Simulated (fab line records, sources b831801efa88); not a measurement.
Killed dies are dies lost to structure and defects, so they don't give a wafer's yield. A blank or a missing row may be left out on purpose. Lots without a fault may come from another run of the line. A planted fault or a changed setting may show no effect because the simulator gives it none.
Which tool did it? | flow sky130 | 11 lots, 33 wafers sampled, at 2 steps of a route of 708

WHAT THE GAUGES READ, wafer by wafer
SKY_SD_P_CD_MEAS_07: target cd 380 nm. Usual: cd_nm 379.3 nm, standard deviation 2.2.
lot  | measured     | on        | cd_nm (nm)        | flag
L364 | day 25 18:25 | cd_sem-01 | 380.2 379.2 379.4 |
L369 | day 27 09:52 | cd_sem-01 | 382.6 379.1 379.6 |
L370 | day 27 20:31 | cd_sem-01 | 381.9 381.1 382.4 |
L371 | day 28 05:02 | cd_sem-01 | 380.8 382.9 382.5 |
L372 | day 28 13:37 | cd_sem-02 | 378.9 378.5 377.3 |
L374 | day 29 09:19 | cd_sem-01 | 376.1 379.3 379.5 |
L375 | day 29 19:50 | cd_sem-02 | 379.2 379.6 378.7 |
L377 | day 30 12:38 | cd_sem-01 | 379.4 383.8 381.4 |
L378 | day 30 20:57 | cd_sem-02 | 380.0 381.0 381.7 |
L383 | day 32 00:34 | cd_sem-01 | 380.9 378.8 380.2 |
L386 | day 33 04:51 | cd_sem-01 | 378.8 378.7 377.8 |

SKY_SD_P_OVL_MEAS_08. Usual: SD_P_OVL -1.0 nm, standard deviation 1.3.
lot  | measured     | on         | SD_P_OVL (nm)  | flag
L364 | day 25 18:31 | overlay-01 | -0.3 0.3 -1.2  |
L369 | day 27 09:59 | overlay-01 | -1.0 -1.6 -1.8 |
L370 | day 27 20:38 | overlay-02 | -1.8 -0.7 0.0  |
L371 | day 28 05:09 | overlay-02 | -1.1 -1.2 -2.1 |
L372 | day 28 13:44 | overlay-02 | -2.7 0.2 -2.2  |
L374 | day 29 09:26 | overlay-01 | -0.6 -0.1 0.4  |
L375 | day 29 19:56 | overlay-01 | -1.4 -4.0 -1.1 |
L377 | day 30 12:45 | overlay-01 | -3.0 -2.9 -3.3 |
L378 | day 30 21:04 | overlay-01 | -0.1 -0.2 0.6  |
L383 | day 32 00:41 | overlay-02 | -0.8 -1.0 -2.1 |
L386 | day 33 04:58 | overlay-01 | 0.9 1.2 0.1    |

WHICH TOOL RAN EACH LOT (tool, then ch and the chambers of the sampled wafers, then the start)
The record holds no process step before these readings.

WHAT THE TOOLS THEMSELVES READ (means of the sampled wafers that have a number; where no wafer has one, the mark that the record gives instead)
The record holds no such reading with a usual standard deviation.

THE ANSWER, worked out from the rows above alone
Rule: a lot is off if the mean of its wafers that have a number lies more than 3 standard deviations from the usual mean. A lot without any number at a reading at which 4 lots or more have one is off too. The other lots that the step has rows for count as sound. The gauges are gone through in route order, then the tools' own readings, and for those a lot's mean is taken as printed above. The first step at which some lot is off is used, and at that step the reading that is off furthest; a lot without a number counts as furthest.
No lot is off at any reading shown: from this, nothing can be told.

WHAT THE SIMULATOR HAD PUT IN
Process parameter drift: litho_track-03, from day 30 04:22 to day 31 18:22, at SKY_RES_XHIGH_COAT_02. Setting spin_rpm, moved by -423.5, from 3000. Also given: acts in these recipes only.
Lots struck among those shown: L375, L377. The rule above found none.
